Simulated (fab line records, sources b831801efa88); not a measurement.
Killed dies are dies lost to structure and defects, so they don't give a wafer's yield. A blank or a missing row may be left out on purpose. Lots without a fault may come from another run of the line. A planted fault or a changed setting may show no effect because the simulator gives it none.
Which tool did it? | flow sky130 | 10 lots, 30 wafers sampled, at 5 steps of a route of 708

WHAT THE GAUGES READ, wafer by wafer
SKY_VIA4_RS_MEAS_19: measures by four-point-probe.
lot  | measured     | on            | VIA4_W_RS (ohm/sq)
L513 | day 42 23:40 | film_metro-02 | 0.2287 0.2275 0.2291
L514 | day 43 04:17 | film_metro-02 | 0.2244 0.2248 0.2277
L518 | day 44 09:38 | film_metro-03 | 0.2240 0.2267 0.2273
L520 | day 45 03:06 | film_metro-02 | 0.2279 0.2259 0.2197
L527 | day 46 16:19 | film_metro-01 | 0.2298 0.2297 0.2297
L531 | day 47 18:50 | film_metro-02 | 0.2179 0.2145 0.2174
L532 | day 48 01:55 | film_metro-01 | 0.2175 0.2149 0.2134
L533 | day 48 02:43 | film_metro-01 | 0.2163 0.2151 0.2165
L534 | day 48 10:59 | film_metro-03 | 0.2283 0.2289 0.2269
L535 | day 48 16:43 | film_metro-01 | 0.2299 0.2292 0.2289

SKY_VIA4_THK_MEAS_20: measures by xrf.
lot  | measured     | on            | VIA4_W_THK (nm)
L513 | day 42 23:46 | film_metro-02 | 507 506 505
L514 | day 43 04:23 | film_metro-02 | 520 519 512
L518 | day 44 09:45 | film_metro-03 | 510 506 504
L520 | day 45 03:12 | film_metro-02 | 504 509 526
L527 | day 46 16:25 | film_metro-01 | 513 513 513
L531 | day 47 18:58 | film_metro-02 | 532 539 530
L532 | day 48 02:01 | film_metro-01 | 537 546 549
L533 | day 48 02:49 | film_metro-01 | 542 547 548
L534 | day 48 11:07 | film_metro-03 | 500 495 503
L535 | day 48 16:50 | film_metro-01 | 507 509 515

WHICH TOOL RAN EACH LOT (tool, then ch and the chambers of the sampled wafers, then the start)
lot  | SKY_METAL3_ETCH_17                 | SKY_METAL4_SOFTBAKE_09                       | SKY_VIA4_CVD_18
L513 | rie_diel-01 ch 2,3, day 38 18:02   | litho_track-04 ch 0, day 42 23:31 or earlier | cvd_w-01 ch 0,1, day 42 23:31
L514 | rie_diel-04 ch 0,3, day 38 21:10   | litho_track-03 ch 0, day 43 04:07 or earlier | cvd_w-01 ch 0,1, day 43 04:07
L518 | rie_diel-02 ch 0,3, day 40 04:31   | litho_track-03 ch 0, day 44 09:29 or earlier | cvd_w-01 ch 0,1, day 44 09:29
L520 | rie_diel-04 ch 2,3, day 41 00:58   | litho_track-04 ch 0, day 45 02:58 or earlier | cvd_w-01 ch 0,1, day 45 02:58
L527 | rie_diel-02 ch 1,2, day 42 20:38   | litho_track-04 ch 0, day 46 16:08 or earlier | cvd_w-02 ch 0,1, day 46 16:08
L531 | rie_diel-02 ch 0,3, day 44 00:01   | litho_track-02 ch 0, day 47 18:41 or earlier | cvd_w-01 ch 0,1, day 47 18:41
L532 | rie_diel-02 ch 0,1,3, day 44 09:49 | litho_track-03 ch 0, day 48 01:44 or earlier | cvd_w-01 ch 0,1, day 48 01:44
L533 | rie_diel-01 ch 0,3, day 44 10:23   | litho_track-03 ch 0, day 48 02:32 or earlier | cvd_w-01 ch 0,1, day 48 02:32
L534 | rie_diel-02 ch 0,3, day 44 19:46   | litho_track-02 ch 0, day 48 10:50 or earlier | cvd_w-02 ch 0,1, day 48 10:50
L535 | rie_diel-01 ch 0,2,3, day 45 01:08 | litho_track-04 ch 0, day 48 16:33 or earlier | cvd_w-02 ch 0, day 48 16:33
- SKY_METAL3_ETCH_17: etches SiO2 in C4F8/O2/Ar, stops on TiN, time 3.9 s, target depth 15 nm.
- SKY_METAL4_SOFTBAKE_09: time 92.46 s.
- SKY_VIA4_CVD_18: deposits W, target thk 505 nm, time 152.14 s.

WHAT THE TOOLS THEMSELVES READ (means of the sampled wafers that have a number; where no wafer has one, the mark that the record gives instead)
SKY_METAL3_ETCH_17.
lot  | tool        | oes_product_au (a.u.)
L513 | rie_diel-01 | 0.756
L514 | rie_diel-04 | 0.762
L518 | rie_diel-02 | 0.758
L520 | rie_diel-04 | 0.753
L527 | rie_diel-02 | 0.753
L531 | rie_diel-02 | 0.750
L532 | rie_diel-02 | 0.760
L533 | rie_diel-01 | 0.759
L534 | rie_diel-02 | 0.753
L535 | rie_diel-01 | 0.759

SKY_METAL4_SOFTBAKE_09.
lot  | tool           | plate_sensor_t_centre_C (C) | plate_sensor_t_edge_C (C)
L513 | litho_track-04 | 100.89                      | 100.95
L514 | litho_track-03 | 100.88                      | 100.95
L518 | litho_track-03 | 100.89                      | 100.94
L520 | litho_track-04 | 100.87                      | 100.95
L527 | litho_track-04 | 100.88                      | 100.95
L531 | litho_track-02 | 100.88                      | 100.96
L532 | litho_track-03 | 100.88                      | 100.95
L533 | litho_track-03 | 100.87                      | 100.95
L534 | litho_track-02 | 100.89                      | 100.96
L535 | litho_track-04 | 100.88                      | 100.96

SKY_VIA4_CVD_18.
lot  | tool     | heater_power_w (W) | susceptor_temp_C (C)
L513 | cvd_w-01 | 924                | 400.02
L514 | cvd_w-01 | 917                | 400.17
L518 | cvd_w-01 | 910                | 400.08
L520 | cvd_w-01 | 929                | 399.85
L527 | cvd_w-02 | 958                | 399.97
L531 | cvd_w-01 | 950                | 402.47
L532 | cvd_w-01 | 935                | 402.52
L533 | cvd_w-01 | 927                | 402.56
L534 | cvd_w-02 | 979                | 399.78
L535 | cvd_w-02 | 1029               | 399.92

THE ANSWER, worked out from the rows above alone
Rule: what is usual is taken from the lots themselves. Put in order of their means at a reading, lots are off if they are a third of the lots or fewer, leave a main group of 4 or more, and stand apart from it by a gap of 3 or more times the standard deviation of the main group's means; of several such gaps the widest counts. A main group whose means are all the same, to the digits that the tables above print for the reading, isn't used. A lot without any number at a reading at which 4 lots or more have one is off too. The other lots that the step has rows for count as sound. The gauges are gone through in route order, then the tools' own readings, and for those a lot's mean is taken as printed above. The first step at which some lot is off is used, and at that step the reading that is off furthest; a lot without a number counts as furthest.
Off: L531, L532, L533, at SKY_VIA4_RS_MEAS_19 (VIA4_W_RS). The main group: mean 0.2274 ohm/sq, standard deviation 0.0019.
A tool fits if, at a process step before that reading, it ran every lot that is off, and no sound lot after the first of them. The gauges at SKY_VIA4_RS_MEAS_19 aren't tried: what is off there is off at SKY_VIA4_CVD_18 too, on other tools, and a gauge's error can't cause that. SKY_METAL4_SOFTBAKE_09 gives no start for some lots, so the hours and the order of its lots are those of SKY_VIA4_CVD_18. One fits: cvd_w-01 at SKY_VIA4_CVD_18. Its last sound lot is L520 (day 45 02:58), its first lot that is off L531 (day 47 18:41): a fault that began between those two fits.
The tool's own readings at SKY_VIA4_CVD_18 bear it out: on the lots that are off they differ by more than 5 times the standard deviation of the sound lots' means. susceptor_temp_C reads 402.52 C there against 399.97 C on the sound lots.

WHAT THE SIMULATOR HAD PUT IN
Process parameter drift: cvd_w-01, from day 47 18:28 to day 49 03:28, at SKY_VIA4_CVD_18. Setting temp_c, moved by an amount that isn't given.
Lots struck among those shown: L531, L532, L533. The rule above found the same.
